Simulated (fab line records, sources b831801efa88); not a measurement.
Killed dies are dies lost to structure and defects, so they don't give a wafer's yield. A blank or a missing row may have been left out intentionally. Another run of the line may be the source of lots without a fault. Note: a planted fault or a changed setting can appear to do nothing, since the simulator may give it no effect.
A lot that was struck, set against a sound lot / flow sfq-line / 42 out of 325 route steps
Sound: the wafers L379.2, L379.5, L379.6. Wafers struck: L385.3, L385.4, L385.5. Last of all comes the cause.
For every step that has rows: the tool of each side, followed by ch and its chambers, followed by its first start. Under that, the readings that differ: sound wafers / struck wafers / difference of the means / sigmas: that difference in standard deviations of wafers without a fault.
alike: readings with means less than 2 such deviations apart, plus words and numbers identical on both sides. not compared: withheld readings, readings lacking a value on some wafer, bounds such as >300 that could conceal the same value, and numbers that have no deviation in the record and whose values overlap.
Wherever a step has rows on one side only, a row that says differs or no value, or a row with sigmas, the two part there. Numbers that have no deviation but don't overlap get no sigmas and don't part them. A reading that every wafer of one side lacks parts them only if that side has two wafers or more.

first, 6 steps without rows for these wafers: SFQ_TRILAYER_I6_VIA_LITHO_COAT_174 (resist thk 62 nm); SFQ_TRILAYER_I6_VIA_LITHO_COAT_169 (resist thk 650 nm); SFQ_TRILAYER_I6_VIA_LITHO_SOFTBAKE_173; SFQ_TRILAYER_I6_VIA_LITHO_EXPOSE_170 (exposes mask I6, target cd 700 nm); SFQ_TRILAYER_I6_VIA_LITHO_PEB_172 (peb time 60 s); SFQ_TRILAYER_I6_VIA_LITHO_DEVELOP_171 (time 60 s).
SFQ_I6_OVL_MEAS_942:
  sound: overlay-02 at day 68 14:03; struck: overlay-01 at day 71 10:43
  alike: I6_OVL
then, 5 steps without rows for these wafers: SFQ_TRILAYER_I6_VIA_BARC_OPEN_VIA_ETCH_235 (etches BARC in O2, target depth 125 nm, time 41.7 s); SFQ_TRILAYER_I6_VIA_ETCH_VIA_ETCH_172 (etches SiO2 in CHF3, stops on Nb, target depth 260 nm); SFQ_TRILAYER_I6_VIA_STRIP_STRIP_173 (strips in O2); SFQ_TRILAYER_I6_VIA_STRIP_SOLV_CLEAN_174 (cleans in NMP, time 600 s); SFQ_TRILAYER_M7_DEP_PRE_CLEAN_176 (time 22.5 s).
SFQ_TRILAYER_M7_DEP_SPUTTER_175: material Nb, target thk 200 nm, time 133.3 s.
  sound: pvd-sputter-05 at day 68 15:02; struck: pvd-sputter-05 at day 71 11:41
reading=cathode-dc-power-W (W); sound=1999.2 1999.8 2000.3; struck=2156.1 2155.8 2155.8; difference=+156.1; sigmas=+99 or more
reading=model.Nb_of_TRILAYER_M7_DEP_SPUTTER_175.thk-nm (nm); sound=197.7 198 199.1; struck=214.8 213.8 215.4; difference=+16.4; sigmas=
  alike: throttle-valve-pct
SFQ_M7_RS_MEAS_943: measurement is done with a four-point probe.
  sound: film-metro-03 at day 68 15:08; struck: film-metro-01 at day 71 11:49
reading=M7_NB_RS (ohm/sq); sound=0.897 0.897 0.893; struck=0.830 0.835 0.828; difference=-0.065; sigmas=-9
then, 6 steps without rows for these wafers: SFQ_TRILAYER_M7_LITHO_COAT_182 (resist thk 62 nm); SFQ_TRILAYER_M7_LITHO_COAT_177 (resist thk 600 nm); SFQ_TRILAYER_M7_LITHO_SOFTBAKE_181; SFQ_TRILAYER_M7_LITHO_EXPOSE_178 (exposes mask M7, target cd 500 nm); SFQ_TRILAYER_M7_LITHO_PEB_180 (peb time 60 s); SFQ_TRILAYER_M7_LITHO_DEVELOP_179 (time 60 s).
SFQ_M7_OVL_MEAS_945:
  sound: overlay-01 at day 68 17:34; struck: overlay-02 at day 71 14:55
  alike: M7_OVL
SFQ_TRILAYER_M7_BARC_OPEN_METAL_ETCH_229: etches BARC in O2, target depth 125 nm, time 41.7 s.
  sound on rie-metal-01 ch 0,1, day 68 17:35; struck on rie-metal-03 ch 0,1, day 71 14:57
  alike: bias-w, drypump-motor-current-A, oes-product-au
  not compared: rf-hours-counter-h
SFQ_TRILAYER_M7_ETCH_METAL_ETCH_180: etches Nb in Cl2/Ar, stops on SiO2, target depth 240 nm, time 120 s.
  sound on rie-metal-01 ch 0,1, day 68 17:39; struck on rie-metal-03 ch 0,1, day 71 15:02
reading=oes-product-au (a.u.); sound=0.880 0.886 0.888; struck=0.934 0.932 0.939; difference=+0.050; sigmas=+8
  alike: bias-w, drypump-motor-current-A
  not compared: rf-hours-counter-h
SFQ_TRILAYER_M7_STRIP_STRIP_181: strips in O2.
  sound on rie-metal-01 ch 0,1, day 68 17:47; struck on rie-metal-03 ch 0,1, day 71 15:19
  alike: drypump-motor-current-A, oes-product-au
  not compared: rf-hours-counter-h
then, 2 steps without rows for these wafers: SFQ_TRILAYER_M7_STRIP_SOLV_CLEAN_182 (cleans in NMP, time 600 s); SFQ_TRILAYER_I7_DEP_PECVD_183 (deposits SiO2 from SiH4/N2O, time 111.11 s, target thk 500 nm).
SFQ_TRILAYER_I7_CMP_CMP_184: polishes SiO2.
  sound on cmp-01 ch 0,3, day 68 23:26; struck on cmp-01 ch 2,3, day 71 19:15
  alike: motor-current-A, platen-rpm, time-to-endpoint-s
SFQ_I7_BOW_MEAS_946:
  sound: film-metro-04 at day 69 02:27; struck: film-metro-02 at day 71 21:47
  alike: I7_BOW
SFQ_TRILAYER_I7_METRO_MEASURE_185:
  sound: film-metro-04 at day 69 02:45; struck: film-metro-02 at day 71 22:16
  alike: thk-nm
then, 6 steps without rows for these wafers: SFQ_TRILAYER_I7_VIA_LITHO_COAT_192 (resist thk 62 nm); SFQ_TRILAYER_I7_VIA_LITHO_COAT_187 (resist thk 650 nm); SFQ_TRILAYER_I7_VIA_LITHO_SOFTBAKE_191; SFQ_TRILAYER_I7_VIA_LITHO_EXPOSE_188 (exposes mask I7, target cd 1000 nm); SFQ_TRILAYER_I7_VIA_LITHO_PEB_190 (peb time 60 s); SFQ_TRILAYER_I7_VIA_LITHO_DEVELOP_189 (time 60 s).
-- the record jumps here: 3 days lie between the struck wafers' starts before and after --
SFQ_I7_OVL_MEAS_947:
  sound: overlay-01 at day 69 11:34; struck: overlay-01 at day 74 21:22
  alike: I7_OVL
then, 2 steps without rows for these wafers: SFQ_TRILAYER_I7_VIA_BARC_OPEN_VIA_ETCH_260 (etches BARC in O2, target depth 125 nm, time 41.7 s); SFQ_TRILAYER_I7_VIA_ETCH_VIA_ETCH_190 (etches SiO2 in CHF3, stops on Nb, target depth 260 nm).
SFQ_TRILAYER_I7_VIA_STRIP_STRIP_191: strips in O2.
  sound on rie-metal-04 ch 0,1, day 69 11:44; struck on rie-metal-03 ch 0,1, day 74 21:44
  alike: drypump-motor-current-A, oes-product-au
  not compared: rf-hours-counter-h
then, 2 steps without rows for these wafers: SFQ_TRILAYER_I7_VIA_STRIP_SOLV_CLEAN_192 (cleans in NMP, time 600 s); SFQ_TRILAYER_M8_LITHO_LOR_COAT_197.
SFQ_M8_BOW_MEAS_951:
  sound: film-metro-04 at day 69 20:39; struck: film-metro-01 at day 75 02:17
reading=model.etest.m7.ohm-um; sound=1.805 1.806 1.796; struck=1.661 1.671 1.656; difference=-0.140; sigmas=
reading=model.etest.i6.link-ohm; sound=1.88 1.881 1.871; struck=1.815 1.812 1.8; difference=-0.068; sigmas=
reading=model.etest.m7.ohm-sq; sound=0.9002 0.8989 0.8942; struck=0.8289 0.8328 0.8265; difference=-0.0684; sigmas=
reading=model.etest.i7.link-ohm; sound=1.062 1.06 1.056; struck=0.9875 0.9937 0.9854; difference=-0.0705; sigmas=
  alike: M8_BOW

WHERE THEY PART
First at SFQ_TRILAYER_M7_DEP_SPUTTER_175; last, within this record, at SFQ_TRILAYER_M7_ETCH_METAL_ETCH_180. Later steps at which nothing parts them and some readings are alike: SFQ_TRILAYER_M7_STRIP_STRIP_181, SFQ_TRILAYER_I7_CMP_CMP_184, SFQ_I7_BOW_MEAS_946, SFQ_TRILAYER_I7_METRO_MEASURE_185, SFQ_I7_OVL_MEAS_947, SFQ_TRILAYER_I7_VIA_STRIP_STRIP_191, SFQ_M8_BOW_MEAS_951.

WHY: what the simulator had put in
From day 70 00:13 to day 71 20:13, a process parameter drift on pvd-sputter-05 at SFQ_TRILAYER_M7_DEP_SPUTTER_175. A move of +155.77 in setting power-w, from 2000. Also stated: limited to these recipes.
